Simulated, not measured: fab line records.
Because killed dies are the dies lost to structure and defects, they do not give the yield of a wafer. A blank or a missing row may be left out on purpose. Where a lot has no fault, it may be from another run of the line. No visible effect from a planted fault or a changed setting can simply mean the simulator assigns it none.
The tool behind it: which one? ; flow gf180mcu ; 12 lots with 36 wafers sampled at 5 steps, on a route of 602 steps

== WHAT EACH GAUGE READ, for each wafer ==
GF_CONTACT_THK_MEAS_03. Usual: CONTACT_CVD_02_THK gives 860 nm (standard deviation 11).
lot;measured;on;CONTACT_CVD_02_THK (nm);flag
L126;day 15 03:43;film_metro-04;855 868 880;
L128;day 15 19:30;film_metro-03;855 874 862;
L129;day 16 00:02;film_metro-02;842 879 865;
L130;day 16 11:52;film_metro-04;824 836 851;
L132;day 17 10:07;film_metro-04;854 851 870;
L133;day 17 19:47;film_metro-04;849 852 871;
L134;day 18 04:56;film_metro-03;854 868 878;
L135;day 18 09:25;film_metro-02;844 848 847;
L139;day 19 20:02;film_metro-03;849 856 854;
L141;day 20 14:19;film_metro-04;853 862 862;
L145;day 22 01:38;film_metro-02;855 843 871;
L149;day 23 04:40;film_metro-02;864 863 861;

GF_M1_THK_MEAS_06: measures by xrf. Usual: M1_ALCU_THK gives 441 nm (standard deviation 5).
lot;measured;on;M1_ALCU_THK (nm);flag
L126;day 16 03:39;film_metro-01;449 442 443;
L128;day 16 19:50;film_metro-04;443 440 445;
L129;day 17 00:23;film_metro-01;437 440 437;
L130;day 17 13:29;film_metro-04;446 448 443;
L132;day 18 12:08;film_metro-02;438 440 442;
L133;day 18 21:37;film_metro-04;439 439 440;
L134;day 19 06:54;film_metro-01;438 435 438;
L135;day 19 11:44;film_metro-02;444 441 439;
L139;day 20 22:48;film_metro-01;446 444 456;
L141;day 21 16:11;film_metro-04;446 444 443;
L145;day 23 02:54;film_metro-02;440 437 437;
L149;day 24 04:59;film_metro-04;433 437 433;

== EACH LOT AND THE TOOL THAT RAN IT (in order: tool; ch and the chambers of the sampled wafers; start) ==
lot;GF_CONTACT_CVD_02;GF_CONTACT_ETCH_17;GF_M1_SPUTTER_02
L126;pecvd-02 ch 0,1,2, day 15 03:38;rie_diel-02 ch 0,1,3, day 16 03:26 or earlier;pvd_sputter-02, day 16 03:26
L128;pecvd-03 ch 0,1, day 15 19:26;rie_diel-02 ch 0,1, day 16 19:38 or earlier;pvd_sputter-02, day 16 19:38
L129;pecvd-04 ch 0,1,2, day 15 23:58;rie_diel-01 ch 0,1,2, day 17 00:10 or earlier;pvd_sputter-02, day 17 00:10
L130;pecvd-02 ch 1,2, day 16 11:48;rie_diel-01 ch 0,2,3, day 17 13:16 or earlier;pvd_sputter-01, day 17 13:16
L132;pecvd-02 ch 1,2, day 17 10:02;rie_diel-01 ch 1,2,3, day 18 11:50 or earlier;pvd_sputter-02, day 18 11:50
L133;pecvd-04 ch 0,1, day 17 19:42;rie_diel-01 ch 0,1,2, day 18 21:23 or earlier;pvd_sputter-01, day 18 21:23
L134;pecvd-02 ch 0,1, day 18 04:52;rie_diel-02 ch 0,3, day 19 06:41 or earlier;pvd_sputter-03, day 19 06:41
L135;pecvd-03 ch 0,1, day 18 09:21;rie_diel-03 ch 0,2,3, day 19 11:31 or earlier;pvd_sputter-02, day 19 11:31
L139;pecvd-03 ch 0,1, day 19 19:55;rie_diel-02 ch 0,3, day 20 22:35 or earlier;pvd_sputter-02, day 20 22:35
L141;pecvd-04 ch 0,1, day 20 14:14;rie_diel-03 ch 2,3, day 21 15:58 or earlier;pvd_sputter-03, day 21 15:58
L145;pecvd-04 ch 0,1, day 22 01:34;rie_diel-01 ch 0,2,3, day 23 02:41 or earlier;pvd_sputter-01, day 23 02:41
L149;pecvd-03 ch 0,1,2, day 23 04:36;rie_diel-02 ch 1,2,3, day 24 04:47 or earlier;pvd_sputter-03, day 24 04:47
- GF_CONTACT_CVD_02: deposits SiO2 from TEOS, target thk 860 nm, time 95.992 s.
- GF_CONTACT_ETCH_17: etches SiO2 in C4F8/O2/Ar, stops on CoSi2, target depth 860 nm.
- GF_M1_SPUTTER_02: material AlCu, target thk 450 nm, time 23.9 s.

== AS READ BY THE TOOLS THEMSELVES (means over the sampled wafers that have a number; for cases with no such wafer, the mark the record gives instead) ==
GF_CONTACT_CVD_02. Usual: heater_power_w at 652 W, with a standard deviation of 92.
lot;tool;heater_power_w (W);flag
L126;pecvd-02;668;
L128;pecvd-03;562;
L129;pecvd-04;576;
L130;pecvd-02;651;
L132;pecvd-02;599;
L133;pecvd-04;683;
L134;pecvd-02;633;
L135;pecvd-03;581;
L139;pecvd-03;583;
L141;pecvd-04;627;
L145;pecvd-04;719;
L149;pecvd-03;567;

GF_CONTACT_ETCH_17. Usual: bias_w 1200 W, standard deviation 3.8; oes_product_au 0.815 a.u., standard deviation 0.0045.
lot;tool;bias_w (W);oes_product_au (a.u.);flag
L126;rie_diel-02;1198;0.818;
L128;rie_diel-02;1201;0.817;
L129;rie_diel-01;1198;0.817;
L130;rie_diel-01;1197;0.814;
L132;rie_diel-01;1202;0.811;
L133;rie_diel-01;1203;0.818;
L134;rie_diel-02;1198;0.814;
L135;rie_diel-03;1201;0.815;
L139;rie_diel-02;1203;0.817;
L141;rie_diel-03;1200;0.815;
L145;rie_diel-01;1202;0.812;
L149;rie_diel-02;1196;0.811;

GF_M1_SPUTTER_02. Usual: cathode_dc_power_W 10600 W, standard deviation 2.2; throttle_valve_pct 29.6 %, standard deviation 0.78.
lot;tool;cathode_dc_power_W (W);throttle_valve_pct (%);flag
L126;pvd_sputter-02;10600;29.8;
L128;pvd_sputter-02;10602;29.8;
L129;pvd_sputter-02;10600;29.5;
L130;pvd_sputter-01;10601;31.2;
L132;pvd_sputter-02;10599;29.0;
L133;pvd_sputter-01;10600;30.9;
L134;pvd_sputter-03;10600;29.5;
L135;pvd_sputter-02;10598;28.9;
L139;pvd_sputter-02;10720;28.6;OFF
L141;pvd_sputter-03;10597;29.2;
L145;pvd_sputter-01;10601;30.5;
L149;pvd_sputter-03;10599;29.1;

== THE ANSWER, worked out from the rows above alone ==
Rule: a lot counts as off when the mean over its wafers that have a number is more than 3 standard deviations away from the usual mean. Also off: a lot with no number at a reading for which 4 or more lots have one. Any other lot the step has rows for is counted as sound. Order of review: gauges by route order, followed by the tools' own readings, for which a lot's mean as printed above is used. At the first step where some lot is off, the reading lying furthest off is the one used; lots without a number count as furthest.
Off: L139, at GF_M1_SPUTTER_02 (cathode_dc_power_W).
If a tool, at that step or one of the process steps before it, ran each lot that is off and ran no sound lot following the first of them, it fits. GF_CONTACT_ETCH_17 gives no start for some lots, so the hours and the order of its lots are those of GF_M1_SPUTTER_02. One fits: GF_M1_SPUTTER_02 on pvd_sputter-02. Its last sound lot is L135 (day 19 11:31), its first lot that is off L139 (day 20 22:35): a fault that began between those two fits.
On the lots that are off, the tool's own readings at GF_M1_SPUTTER_02 differ by more than 5 times the standard deviation of the sound lots' means, which bears it out; cathode_dc_power_W reads 10720 W there versus 10600 W on the sound lots.

== WHAT WAS PUT IN BY THE SIMULATOR ==
Process parameter drift: pvd_sputter-02, from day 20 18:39 on, at GF_M1_SPUTTER_02. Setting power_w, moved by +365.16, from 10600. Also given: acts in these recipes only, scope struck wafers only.
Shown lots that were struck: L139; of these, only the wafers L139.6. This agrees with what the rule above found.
